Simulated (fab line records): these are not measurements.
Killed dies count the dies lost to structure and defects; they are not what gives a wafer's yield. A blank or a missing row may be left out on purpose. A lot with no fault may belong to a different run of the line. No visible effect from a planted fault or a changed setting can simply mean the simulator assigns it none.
Which tool was responsible? -- flow sky130 -- 40 wafers from 14 lots sampled at 5 of the route's 708 steps

== WHAT THE GAUGES READ, wafer by wafer ==
SKY_VT_ADJUST_HVTR_CD_MEAS_07 targets a cd of 380 nm.
lot,measured,on,cdNm (nm)
L382,day 9 10:19,cdSem-01,380.3 381.0 381.0
L383,day 9 18:25,cdSem-02,381.0 380.8 381.5
L385,day 10 09:19,cdSem-02,379.7 379.1 378.3
L386,day 10 17:07,cdSem-02,376.2 376.7 375.9
L387,day 10 23:19,cdSem-02,378.7 379.0 377.1
L388,day 11 05:35,cdSem-02,379.1 382.1
L389,day 11 14:01,cdSem-02,377.8 376.3
L397,day 14 00:02,cdSem-01,383.0 382.3 379.8
L398,day 14 07:50,cdSem-01,378.5 383.9 378.5
L399,day 14 16:14,cdSem-01,378.4 375.7 378.6
L400,day 15 00:28,cdSem-02,375.7 377.6 377.8
L401,day 15 04:25,cdSem-02,378.9 379.3 381.0
L404,day 16 04:07,cdSem-01,381.7 375.6 379.7
L405,day 16 12:44,cdSem-01,378.8 379.8 379.4

SKY_VT_ADJUST_HVTR_OVL_MEAS_08.
lot,measured,on,VT_ADJUST_HVTR_OVL (nm)
L382,day 9 10:26,overlay-02,-3.0 -2.0 -2.7
L383,day 9 18:30,overlay-02,0.0 -0.5 -0.5
L385,day 10 09:26,overlay-02,1.7 -3.1 0.7
L386,day 10 17:14,overlay-02,-1.5 -1.8 -1.4
L387,day 10 23:26,overlay-01,-0.5 0.1 -0.8
L388,day 11 05:40,overlay-02,0.4 -0.4
L389,day 11 14:06,overlay-01,-2.0 -1.4
L397,day 14 00:08,overlay-02,0.7 0.4 -0.6
L398,day 14 07:55,overlay-02,-0.4 0.3 -0.3
L399,day 14 16:19,overlay-01,-2.8 -0.5 -0.4
L400,day 15 00:35,overlay-02,-0.4 -0.2 -0.6
L401,day 15 04:32,overlay-01,-1.0 -0.1 -2.1
L404,day 16 04:13,overlay-02,0.9 0.5 1.4
L405,day 16 12:50,overlay-02,0.5 -0.8 -2.0

SKY_SONOS_TUNNEL_CD_MEAS_07 targets a cd of 410 nm.
lot,measured,on,cdNm (nm)
L382,day 11 06:10,cdSem-02,411.9 412.2 410.6
L383,day 11 15:23,cdSem-02,413.5 413.0 411.7
L385,day 12 07:04,cdSem-01,410.4 407.9 408.5
L386,day 12 16:16,cdSem-02,410.9 411.3 414.0
L387,day 12 23:58,cdSem-02,407.5 409.8 409.7
L388,day 13 07:09,cdSem-01,388.0 410.1
L389,day 13 15:01,cdSem-01,414.0 392.3
L397,day 16 05:51,cdSem-02,407.1 408.0 408.9
L398,day 16 13:56,cdSem-02,411.5 412.9 414.5
L399,day 16 23:50,cdSem-01,412.7 414.5 416.4
L400,day 17 08:28,cdSem-02,410.7 413.0 411.7
L401,day 17 12:56,cdSem-02,413.2 409.6 410.9
L404,day 18 14:37,cdSem-02,407.6 407.9 407.8
L405,day 19 00:20,cdSem-01,409.0 409.3 411.0

SKY_SONOS_ONO_THK_MEAS_05.
lot,measured,on,SONOS_ONO_CVD_04_THK (nm)
L382,day 11 13:22,filmMetro-04,5.58 5.56 5.60
L383,day 11 22:08,filmMetro-04,5.78 5.72 5.61
L385,day 12 12:00,filmMetro-01,5.82 5.83 5.81
L386,day 12 22:50,filmMetro-02,5.68 5.65 5.77
L387,day 13 06:37,filmMetro-02,5.70 5.64 5.60
L388,day 13 12:53,filmMetro-01,5.65 5.67
L389,day 13 19:25,filmMetro-02,5.74 5.90
L397,day 16 13:50,filmMetro-04,5.68 5.58 5.59
L398,day 16 18:44,filmMetro-01,5.58 5.70 5.55
L399,day 17 07:13,filmMetro-01,5.65 5.78 5.73
L400,day 17 16:09,filmMetro-02,5.79 5.70 5.79
L401,day 17 20:20,filmMetro-04,5.85 5.62 5.75
L404,day 18 20:05,filmMetro-01,5.85 5.85 5.91
L405,day 19 06:09,filmMetro-02,5.85 5.78 5.78

== EACH LOT AND THE TOOL THAT RAN IT (in order: tool; ch and the chambers of the sampled wafers; start) ==
lot,SKY_SONOS_TUNNEL_DEVELOP_06
L382,"lithoTrack-03 ch 0, day 11 06:01"
L383,"lithoTrack-02 ch 0, day 11 15:14"
L385,"lithoTrack-04 ch 0, day 12 06:55"
L386,"lithoTrack-04 ch 0, day 12 16:07"
L387,"lithoTrack-03 ch 0, day 12 23:49"
L388,"lithoTrack-04 ch 0, day 13 07:01"
L389,"lithoTrack-04 ch 0, day 13 14:52"
L397,"lithoTrack-02 ch 0, day 16 05:43"
L398,"lithoTrack-02 ch 0, day 16 13:49"
L399,"lithoTrack-02 ch 0, day 16 23:43"
L400,"lithoTrack-03 ch 0, day 17 08:19"
L401,"lithoTrack-02 ch 0, day 17 12:47"
L404,"lithoTrack-04 ch 0, day 18 14:28"
L405,"lithoTrack-03 ch 0, day 19 00:11"
- SKY_SONOS_TUNNEL_DEVELOP_06: develop time 60 s.

== WHAT THE TOOLS THEMSELVES READ (means of the sampled wafers that have a number; where no wafer has one, the mark that the record gives instead) ==
The record holds no such reading with a usual standard deviation.

== THE ANSWER, worked out from the rows above alone ==
Rule: the usual values come from the lots themselves. Put in order of their means at a reading, lots are off if they are a third of the lots or fewer, leave a main group of 4 or more, and stand apart from it by a gap of 3 or more times the standard deviation of the main group's means; of several such gaps the widest counts. The tables above print the reading to a certain number of digits; a main group whose means all agree to those digits is not used. Also off: a lot with no number at a reading for which 4 or more lots have one. Any other lot the step has rows for is counted as sound. First the gauges in route order, then the tools' own readings, where a lot's mean is used as printed above. The first step at which some lot is off is used, and at that step the reading that is off furthest; a lot without a number counts as furthest.
Nothing can be told from this: no lot is off at any reading shown.

== WHAT HAD BEEN PUT IN BY THE SIMULATOR ==
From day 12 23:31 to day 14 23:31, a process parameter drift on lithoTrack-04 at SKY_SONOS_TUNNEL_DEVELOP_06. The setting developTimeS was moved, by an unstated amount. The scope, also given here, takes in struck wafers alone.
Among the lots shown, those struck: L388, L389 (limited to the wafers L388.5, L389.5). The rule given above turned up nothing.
